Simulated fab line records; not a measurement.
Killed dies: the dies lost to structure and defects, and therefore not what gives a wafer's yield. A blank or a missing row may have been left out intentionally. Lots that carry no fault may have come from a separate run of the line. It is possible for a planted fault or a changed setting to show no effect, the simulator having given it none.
fab line records ; flow sky130
[record] lots = 12; wafers = 36; lastDay = 50
route steps=708 shown FIELD_ISO@18 NWELL@78 VT_ADJUST_LVTN@115 VT_ADJUST_NCORE@126 PAD_OPEN@708
lots that met no fault: from a run of the same line without faults
startH: the number of hours between the record's first day and the start of the first shown wafer of the lot ; waitH: how many hours have passed since the lot's step before this one ; " the same as in the row above ; L1.1+2: one row covering several wafers at once ; - no value present, or no start provided ; * or withheld: withheld ; < > ~ a bound
route shown NAME@n: a module of which the file shows steps, and the number in the route of the first ; usual: average and standard deviation across the fault-free wafers ; same: alike in all rows ; chamber/n: place in a boat ; sites: each site's reading ; _std_site: the values' standard deviation ; _edge_site: the outer-site mean with the inner-site mean subtracted ; radiusMm: how far each site lies from the wafer's centre ; mask NAME#n: copy n ; behind: the last tool/chamber to shape the wafer ; hold: what put the lot on hold/how long, in hours/how the hold closed ; device: which transistor (n, p or np) failed to switch ; end of line: at the end of the route, the tests of the same wafers ; where a step has no rows: the recipe by itself ; killed: at the first sort, the dies lost to defects and structure; wafer yield is something else ; map: a wafer's dies, marking killed ones x, the rest . and places with no die _
set.NAME: the setting that was run; set.NAME@STEP: the one run at that earlier step ; model.NAME: the simulator's own value behind a step, which no gauge read
steps of the route over a sample of lots; a table a step, a row a wafer
services: from which hour (startH, from the record's first day; less than 0 if before it) a tool's chamber was out of use, for how many hours, and why
[[steps]]
[step SKY_FIELD_ISO_ETCH_17]
[recipe] targetDepthA = 3420; maskMaterial = Si3N4; chemistry = HBr/Cl2/O2; target = Si; taperDeg = 5; icpW = 600; biasW = 150; pressureMtorr = 15; HBr_flow_sccm = 150; Cl2_flow_sccm = 40; O2_flow_sccm = 6; timeS = 97.7
[usual] chamberPressureMTorr = 15.001/0.013; drypumpMotorCurrentA = 5.64/0.28; mfcCl2Sccm = 40.01/0.12; oesProductAu = 0.997/0.0079; runLengthS = 125.9/0.44; throttleValvePct = 25.659/0.0091
lot.wafer;tool;chamber;startH;waitH;chamberPressureMTorr;drypumpMotorCurrentA;mfcCl2Sccm;oesProductAu;rfHoursCounterH;runLengthS;throttleValvePct
L365.2;rieSi-02;2;33.68;0.1;15.011;5.93;39.81;1.009;2;125.5;25.655
L365.3;rieSi-02;0;33.68;0.1;14.992;5.87;40.13;1.004;27;125.9;25.655
L365.6;rieSi-02;1;33.68;0.1;14.992;5.38;39.76;0.995;-;125.5;25.655
L367.1;rieSi-01;2;49.13;0.1;15.015;5.25;40.03;0.989;63;125.7;25.657
L367.4;rieSi-01;3;49.13;0.1;14.992;5.07;40.03;1.000;-;125.9;25.667
L367.5;rieSi-01;2;49.13;0.1;15.003;5.27;39.86;0.988;-;125.7;25.660
L368.2;rieSi-02;0;57.72;0.1;14.982;5.89;39.99;1.009;27;125.9;25.655
L368.3;rieSi-02;1;57.72;0.1;14.989;5.39;39.83;0.998;2;125.5;25.659
L368.5;rieSi-02;0;57.72;0.1;15.002;5.89;39.97;1.008;-;126.1;25.640
L369.3;rieSi-01;1;58.07;0.0;14.980;5.80;40.00;0.986;47;125.6;25.657
L369.4;rieSi-01;2;58.07;0.0;15.001;5.25;39.93;1.003;63;125.6;25.659
L369.6;rieSi-01;3;58.07;0.0;15.006;5.07;40.01;0.976;-;126.2;25.666
L371.3;rieSi-01;2;65.89;0.0;15.006;5.28;39.94;0.994;63;125.6;25.675
L371.4;rieSi-01;0;65.89;0.0;14.989;5.73;39.96;0.985;79;125.6;25.665
L371.6;rieSi-01;2;65.89;0.0;15.020;5.27;40.11;0.992;-;125.7;25.646
L373.2;rieSi-01;2;76.84;0.1;15.009;5.26;40.12;0.989;63;125.8;25.667
L373.5;rieSi-01;2;76.84;0.1;15.014;5.27;40.03;0.982;-;125.7;25.663
L373.6;rieSi-01;1;76.84;0.1;14.985;5.77;39.95;0.996;-;125.3;25.646
L376.1;rieSi-02;1;91.48;0.1;14.991;5.39;40.07;0.998;2;125.9;25.646
L376.2;rieSi-02;3;91.48;0.1;15.005;5.75;40.11;0.997;82;127.0;25.652
L376.6;rieSi-02;3;91.48;0.1;15.001;5.77;40.15;0.992;-;126.4;25.657
L377.1;rieSi-02;3;99.12;0.1;14.985;5.74;39.94;0.997;82;126.8;25.667
L377.5;rieSi-02;2;99.12;0.1;15.006;5.93;40.11;1.006;-;113.6;25.657
L377.6;rieSi-02;3;99.12;0.1;15.005;5.78;39.91;1.000;-;126.3;25.655
L379.1;rieSi-02;0;107.72;0.1;14.959;5.89;39.94;1.008;28;125.9;25.643
L379.4;rieSi-02;2;107.72;0.1;14.994;5.95;40.14;1.001;3;113.4;25.656
L379.5;rieSi-02;1;107.72;0.1;15.008;5.39;40.16;1.000;-;125.6;25.665
L380.3;rieSi-01;3;112.62;0.0;14.991;5.07;39.74;0.989;122;126.0;25.655
L380.4;rieSi-01;2;112.62;0.0;14.988;5.26;40.01;0.989;64;125.8;25.656
L380.6;rieSi-01;0;112.62;0.0;14.998;5.74;39.90;0.991;-;125.6;25.669
L384.1;rieSi-01;0;134.18;0.1;14.987;5.77;39.99;1.006;79;125.5;25.670
L384.5;rieSi-01;3;134.18;0.1;14.987;5.08;40.07;0.983;-;125.9;25.670
L384.6;rieSi-01;2;134.18;0.1;15.018;5.27;39.95;0.993;-;125.9;25.674
L387.1;rieSi-01;0;150.02;0.1;14.995;5.74;40.03;0.998;79;125.7;25.655
L387.3;rieSi-01;1;150.02;0.1;15.008;5.74;39.87;1.000;48;125.4;25.656
L387.5;rieSi-01;1;150.02;0.1;15.007;5.76;40.03;1.006;-;125.3;25.656
[step SKY_NWELL_STRIP_25]
[recipe] chemistry = O2/N2; powerW = 1400; pressureMtorr = 1500; platenTempC = withheld; o2FlowSccm = 3000; n2FlowSccm = 300; overashFraction = 0.5
[usual] chamberPressureMTorr = 1499.9/2.7; drypumpMotorCurrentA = 5.6/0.58; n2FlowSccm = 299.9/0.82; oesProductAu = 0.723/0.0043; stripTimeToEndpointS = 36.88/0.086
lot.wafer;tool;chamber;startH;waitH;chamberPressureMTorr;drypumpMotorCurrentA;n2FlowSccm;oesProductAu;rfHoursCounterH;stripTimeToEndpointS
L365.2;plasmaAsher-03;1;109.09;0.1;1501.8;5.9;299.3;0.731;28;36.88
L365.3;plasmaAsher-03;1;109.09;0.1;1498.1;5.9;299.9;0.726;-;36.85
L365.6;plasmaAsher-03;0;109.09;0.1;1500.4;4.9;300.4;0.728;-;36.98
L367.1;plasmaAsher-04;0;122.99;0.1;1498.5;6.0;299.5;0.724;45;36.78
L367.4;plasmaAsher-04;1;122.99;0.1;1497.1;4.9;299.4;0.729;-;36.74
L367.5;plasmaAsher-04;1;122.99;0.1;1499.5;4.9;300.7;0.730;-;36.75
L369.3;plasmaAsher-04;0;143.41;0.1;1499.5;6.0;299.1;0.731;-;36.73
L369.4;plasmaAsher-04;1;143.41;0.1;1499.4;4.9;301.2;0.723;-;36.79
L369.6;plasmaAsher-04;1;143.41;0.1;1501.7;4.9;299.2;0.729;-;36.80
L368.2;plasmaAsher-03;0;144.07;0.1;1500.6;4.9;299.5;0.723;32;36.88
L368.3;plasmaAsher-03;0;144.07;0.1;1499.0;4.9;297.9;0.720;-;36.92
L368.5;plasmaAsher-03;1;144.07;0.1;1498.5;5.9;301.2;0.729;-;36.91
L371.3;plasmaAsher-03;0;145.56;0.1;1499.8;4.9;300.0;0.725;-;36.80
L371.4;plasmaAsher-03;1;145.56;0.1;1499.1;5.9;300.4;0.727;-;36.86
L371.6;plasmaAsher-03;1;145.56;0.1;1500.6;5.9;300.7;0.717;-;36.96
L373.2;plasmaAsher-01;0;160.10;0.1;1501.4;6.5;298.9;0.729;45;36.80
L373.5;plasmaAsher-01;0;160.10;0.1;1499.4;6.5;300.1;0.718;-;36.90
L373.6;plasmaAsher-01;1;160.10;0.1;1501.3;6.1;300.4;0.715;-;36.90
L376.1;plasmaAsher-03;1;178.70;0.1;1500.2;5.9;298.9;0.723;35;36.98
L376.2;plasmaAsher-03;0;178.70;0.1;1500.6;4.9;300.0;0.720;35;36.85
L376.6;plasmaAsher-03;1;178.70;0.1;1499.0;5.9;299.6;0.718;-;37.00
L377.1;plasmaAsher-03;1;186.54;0.1;1500.0;5.9;300.3;0.730;36;36.82
L377.5;plasmaAsher-03;0;186.54;0.1;1499.9;4.9;298.9;0.724;-;36.88
L377.6;plasmaAsher-03;1;186.54;0.1;1497.5;5.9;299.9;0.726;-;36.96
L379.1;plasmaAsher-04;1;197.27;0.1;1500.8;4.9;298.9;0.726;53;36.94
L379.4;plasmaAsher-04;0;197.27;0.1;1499.3;6.0;298.6;0.727;-;36.83
L379.5;plasmaAsher-04;1;197.27;0.1;1498.2;4.9;299.9;0.718;-;36.95
L380.3;plasmaAsher-04;1;202.11;0.1;1501.3;4.9;299.2;0.724;-;36.96
L380.4;plasmaAsher-04;0;202.11;0.1;1497.4;6.0;298.6;0.719;-;36.94
L380.6;plasmaAsher-04;0;202.11;0.1;1499.8;6.0;298.6;0.724;-;36.95
L384.1;plasmaAsher-03;0;225.52;0.1;1500.9;4.9;300.9;0.715;40;37.03
L384.5;plasmaAsher-03;1;225.52;0.1;1499.9;5.9;298.7;0.716;-;36.96
L384.6;plasmaAsher-03;0;225.52;0.1;1500.9;4.9;300.7;0.721;-;36.98
L387.1;plasmaAsher-01;1;246.07;0.1;1497.9;6.1;298.8;0.721;53;36.86
L387.3;plasmaAsher-01;1;246.07;0.1;1498.3;6.1;300.2;0.718;-;36.79
L387.5;plasmaAsher-01;0;246.07;0.1;1500.1;6.5;299.5;0.718;-;36.75
[step SKY_VT_ADJUST_LVTN_OVL_MEAS_18]
[usual] VT_ADJUST_LVTN_01_OVL = -0.2/1.3
lot.wafer;tool;chamber;startH;waitH;VT_ADJUST_LVTN_01_OVL[nm]
L365.2;overlay-01;-;167.61;0.1;-0.4
L365.3;overlay-01;-;167.61;0.1;-1.2
L365.6;overlay-01;-;167.61;0.1;-2.2
L367.1;overlay-02;-;183.07;0.1;-0.3
L367.4;overlay-02;-;183.07;0.1;0.9
L367.5;overlay-02;-;183.07;0.1;1.6
L369.3;overlay-01;-;205.97;0.1;-1.0
L369.4;overlay-01;-;205.97;0.1;0.6
L369.6;overlay-01;-;205.97;0.1;0.0
L368.2;overlay-02;-;207.53;0.1;1.1
L368.3;overlay-02;-;207.53;0.1;0.7
L368.5;overlay-02;-;207.53;0.1;0.1
L371.3;overlay-02;-;208.19;0.1;0.6
L371.4;overlay-02;-;208.19;0.1;0.5
L371.6;overlay-02;-;208.19;0.1;-0.2
L373.2;overlay-02;-;223.51;0.1;-0.9
L373.5;overlay-02;-;223.51;0.1;-2.4
L373.6;overlay-02;-;223.51;0.1;-1.4
L376.1;overlay-02;-;246.00;0.1;-0.3
L376.2;overlay-02;-;246.00;0.1;0.1
L376.6;overlay-02;-;246.00;0.1;-0.7
L377.1;overlay-01;-;254.60;0.1;2.9
L377.5;overlay-01;-;254.60;0.1;1.0
L377.6;overlay-01;-;254.60;0.1;3.1
L379.1;overlay-02;-;266.89;0.1;0.0
L379.4;overlay-02;-;266.89;0.1;-0.6
L379.5;overlay-02;-;266.89;0.1;-2.5
L380.3;overlay-01;-;270.90;0.1;-1.7
L380.4;overlay-01;-;270.90;0.1;0.3
L380.6;overlay-01;-;270.90;0.1;-1.0
L384.1;overlay-01;-;296.19;0.1;-0.6
L384.5;overlay-01;-;296.19;0.1;-0.4
L384.6;overlay-01;-;296.19;0.1;0.8
L387.1;overlay-02;-;321.17;0.1;-1.2
L387.3;overlay-02;-;321.17;0.1;-0.3
L387.5;overlay-02;-;321.17;0.1;-1.4
[step SKY_VT_ADJUST_NCORE_CD_MEAS_07]
[recipe] targetCdNm = 380
[usual] cdNm = 379.8/2.6
lot.wafer;tool;chamber;startH;waitH;cdNm
L365.2;cdSem-02;-;188.19;0.1;380.0
L365.3;cdSem-02;-;188.19;0.1;378.4
L365.6;cdSem-02;-;188.19;0.1;377.1
L367.1;cdSem-02;-;204.46;0.1;380.6
L367.4;cdSem-02;-;204.46;0.1;385.5
L367.5;cdSem-02;-;204.46;0.1;382.3
L369.3;cdSem-02;-;228.16;0.1;379.9
L369.4;cdSem-02;-;228.16;0.1;378.6
L369.6;cdSem-02;-;228.16;0.1;378.5
L368.2;cdSem-02;-;229.28;0.1;378.3
L368.3;cdSem-02;-;229.28;0.1;378.8
L368.5;cdSem-02;-;229.28;0.1;378.5
L371.3;cdSem-01;-;230.55;0.1;381.3
L371.4;cdSem-01;-;230.55;0.1;382.1
L371.6;cdSem-01;-;230.55;0.1;383.1
L373.2;cdSem-02;-;246.54;0.1;381.3
L373.5;cdSem-02;-;246.54;0.1;380.7
L373.6;cdSem-02;-;246.54;0.1;382.2
L376.1;cdSem-01;-;269.47;0.1;381.5
L376.2;cdSem-01;-;269.47;0.1;381.3
L376.6;cdSem-01;-;269.47;0.1;383.0
L377.1;cdSem-02;-;278.64;0.1;379.1
L377.5;cdSem-02;-;278.64;0.1;379.9
L377.6;cdSem-02;-;278.64;0.1;379.7
L379.1;cdSem-02;-;291.27;0.1;381.2
L379.4;cdSem-02;-;291.27;0.1;381.6
L379.5;cdSem-02;-;291.27;0.1;381.1
L380.3;cdSem-01;-;296.00;0.1;379.0
L380.4;cdSem-01;-;296.00;0.1;378.6
L380.6;cdSem-01;-;296.00;0.1;379.5
L384.1;cdSem-02;-;321.77;0.1;383.6
L384.5;cdSem-02;-;321.77;0.1;385.6
L384.6;cdSem-02;-;321.77;0.1;382.7
L387.1;cdSem-01;-;348.67;0.1;378.8
L387.3;cdSem-01;-;348.67;0.1;379.7
L387.5;cdSem-01;-;348.67;0.1;382.8
[step SKY_PAD_OPEN_PROBE_99]
[usual] killed_at_M0_to_M3 = 44/6.8; killed_at_M4_up = 3.1/1.9; killedAtContacts = 25/5.9; killedAtFrontEnd = 15/4.3; killedAtOther = 0.2/0.51; killedDies = 87/11; killedOpen = 47/7.9; killedShort = 39/6.4
[same] grossDies = 492; killedAtBackSide = 0
lot.wafer;tool;chamber;startH;waitH;killed_at_M0_to_M3;killed_at_M4_up;killedAtContacts;killedAtFrontEnd;killedAtOther;killedDies;killedOpen;killedShort
L368.2;prober-01;-;1117.65;0.1;35;0;31;22;0;88;44;44
L368.3;prober-01;-;1117.70;0.2;33;4;21;27;0;85;46;39
L368.5;prober-01;-;1117.80;0.2;33;1;25;23;1;83;43;40
L373.2;prober-02;-;1128.40;0.1;38;1;19;14;0;72;34;38
L373.5;prober-02;-;1128.55;0.2;52;3;16;11;0;82;47;35
L373.6;prober-02;-;1128.60;0.2;50;1;20;11;0;82;54;28
L376.1;prober-01;-;1145.04;0.1;38;2;27;11;0;78;43;35
L376.2;prober-01;-;1145.09;0.1;30;6;12;9;0;57;26;31
L376.6;prober-01;-;1145.29;0.2;46;5;30;11;1;93;47;46
L379.1;prober-02;-;1161.76;0.1;48;2;32;20;0;102;56;46
L379.4;prober-02;-;1161.91;0.2;40;0;11;11;0;62;38;24
L379.5;prober-02;-;1161.96;0.2;51;6;22;11;0;90;48;42
L384.1;prober-02;-;1185.27;0.1;39;4;24;12;0;79;43;36
L384.5;prober-02;-;1185.47;0.2;47;1;28;11;0;87;54;33
L384.6;prober-02;-;1185.52;0.2;42;5;26;9;0;82;53;29
// killed by level:class
L368.2 LI_CONTACT:geometricParticle:open=11 CONTACT:geometricParticle:short=9 VIA3:geometricParticle:open=7 FIELD_ISO:geometricParticle:short=6 VIA1:geometricParticle:open=6 CONTACT:geometricParticle:open=6 METAL2:geometricParticle:short=6 POLY_GATE:geometricParticle:open=5
L368.3 POLY_GATE:geometricParticle:open=9 LOCAL_INTERCONNECT:geometricParticle:short=7 CONTACT:geometricParticle:open=6 VIA1:geometricParticle:open=6 VIA2:geometricParticle:open=6 FIELD_ISO:geometricParticle:short=5 FIELD_ISO:geometricParticle:open=5 POLY_GATE:geometricParticle:short=4
L368.5 LI_CONTACT:geometricParticle:open=12 FIELD_ISO:geometricParticle:short=8 POLY_GATE:geometricParticle:open=6 VIA1:geometricParticle:short=6 CONTACT:geometricParticle:open=6 CONTACT:geometricParticle:short=5 VIA1:geometricParticle:open=5 METAL2:geometricParticle:short=5
L373.2 VIA2:geometricParticle:open=8 CONTACT:geometricParticle:open=7 METAL1:geometricParticle:short=7 VIA1:geometricParticle:short=6 POLY_GATE:geometricParticle:open=5 POLY_GATE:geometricParticle:short=5 CONTACT:geometricParticle:short=5 VIA1:geometricParticle:open=5
L373.5 VIA1:geometricParticle:open=14 VIA2:geometricParticle:open=10 LI_CONTACT:geometricParticle:open=5 CONTACT:geometricParticle:open=5 CONTACT:geometricParticle:short=5 METAL2:geometricParticle:short=5 METAL1:geometricParticle:short=4 VIA1:geometricParticle:short=4
L373.6 VIA1:geometricParticle:open=14 VIA2:geometricParticle:open=10 CONTACT:geometricParticle:open=9 METAL1:geometricParticle:short=8 LI_CONTACT:geometricParticle:open=7 VIA3:geometricParticle:open=6 FIELD_ISO:geometricParticle:open=4 VIA2:geometricParticle:short=4
L376.1 LI_CONTACT:geometricParticle:open=15 VIA3:geometricParticle:open=8 VIA2:geometricParticle:open=5 METAL1:geometricParticle:short=5 CONTACT:geometricParticle:open=5 METAL2:geometricParticle:short=4 METAL3:geometricParticle:short=4 POLY_GATE:geometricParticle:short=3
L376.2 VIA1:geometricParticle:open=6 VIA2:geometricParticle:short=6 VIA2:geometricParticle:open=5 LI_CONTACT:geometricParticle:open=5 METAL4:geometricParticle:short=4 FIELD_ISO:geometricParticle:short=3 SPACER:geometricParticle:short=3 LOCAL_INTERCONNECT:geometricParticle:short=3
L376.6 CONTACT:geometricParticle:open=8 VIA3:geometricParticle:open=8 LI_CONTACT:geometricParticle:open=7 VIA1:geometricParticle:open=7 CONTACT:geometricParticle:short=6 METAL1:geometricParticle:short=6 LI_CONTACT:geometricParticle:short=5 VIA2:geometricParticle:open=5
L379.1 CONTACT:geometricParticle:open=14 VIA1:geometricParticle:open=13 LI_CONTACT:geometricParticle:open=8 METAL1:geometricParticle:short=7 VIA3:geometricParticle:open=7 FIELD_ISO:geometricParticle:short=6 POLY_GATE:geometricParticle:short=5 METAL2:geometricParticle:short=5
L379.4 VIA1:geometricParticle:open=15 FIELD_ISO:geometricParticle:open=5 LI_CONTACT:geometricParticle:open=5 METAL1:geometricParticle:short=5 VIA1:geometricParticle:short=5 METAL2:geometricParticle:short=5 VIA3:geometricParticle:open=4 CONTACT:geometricParticle:open=3
L379.5 METAL2:geometricParticle:short=10 CONTACT:geometricParticle:open=9 VIA2:geometricParticle:open=8 VIA1:geometricParticle:open=8 VIA3:geometricParticle:open=8 CONTACT:geometricParticle:short=5 VIA2:geometricParticle:short=5 FIELD_ISO:geometricParticle:short=4
L384.1 VIA1:geometricParticle:open=11 CONTACT:geometricParticle:open=10 VIA1:geometricParticle:short=8 METAL1:geometricParticle:short=7 LOCAL_INTERCONNECT:geometricParticle:short=5 VIA2:geometricParticle:open=4 FIELD_ISO:geometricParticle:open=3 POLY_GATE:geometricParticle:open=3
L384.5 CONTACT:geometricParticle:open=13 VIA2:geometricParticle:open=11 VIA1:geometricParticle:open=11 LI_CONTACT:geometricParticle:open=7 VIA3:geometricParticle:open=6 METAL1:geometricParticle:short=5 LI_CONTACT:geometricParticle:short=4 METAL2:geometricParticle:short=4
L384.6 VIA1:geometricParticle:open=14 CONTACT:geometricParticle:open=13 VIA3:geometricParticle:open=7 LI_CONTACT:geometricParticle:open=6 FIELD_ISO:geometricParticle:open=4 VIA1:geometricParticle:short=4 VIA2:geometricParticle:open=4 LI_CONTACT:geometricParticle:short=3
[[services]]
tool;chamber;startH;hours;kind
rieSi-01;1;41.64;8.6;repair
plasmaAsher-04;-;104.88;1.1;repair
plasmaAsher-01;-;136.25;10.4;repair
rieSi-01;-;192.82;2.8;pm
plasmaAsher-04;-;200.80;1.1;repair
rieSi-01;3;202.73;5.5;repair
rieSi-01;3;208.20;-;clean
rieSi-01;3;208.20;19.9;scheduledDown
rieSi-01;3;208.20;19.9;ventCycle
plasmaAsher-01;-;226.88;4.0;pm
[[key]]
[firstSign] step = SKY_FIELD_ISO_ETCH_17; reading = runLengthS; direction = down; sigmas = 28; usual = *; struck = *
effect none on later readings
metAt SKY_FIELD_ISO_ETCH_17
struckLots L377,L379
struckWafers L377.5,L379.4
testerLeftOut L377,L379
notActingAt SKY_NWELL_STRIP_25,SKY_VT_ADJUST_LVTN_OVL_MEAS_18,SKY_VT_ADJUST_NCORE_CD_MEAS_07
onsetBetween 33.68 99.12
[fault] kind = processParameterDrift; tool = rieSi-02; chamber = 2; onsetH = 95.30; steps = SKY_FIELD_ISO_ETCH_17; channel = timeS; offset = *; shape = step; endH = 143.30; actsIn = *; stated = *
// testerLeftOut: of these lots the tester's yield and bins aren't shown, on N5 and GAA mostly nor the transistor test; their killed dies are dies lost to structure and defects alone, not to doping, threshold or leakage, so they don't give the yield
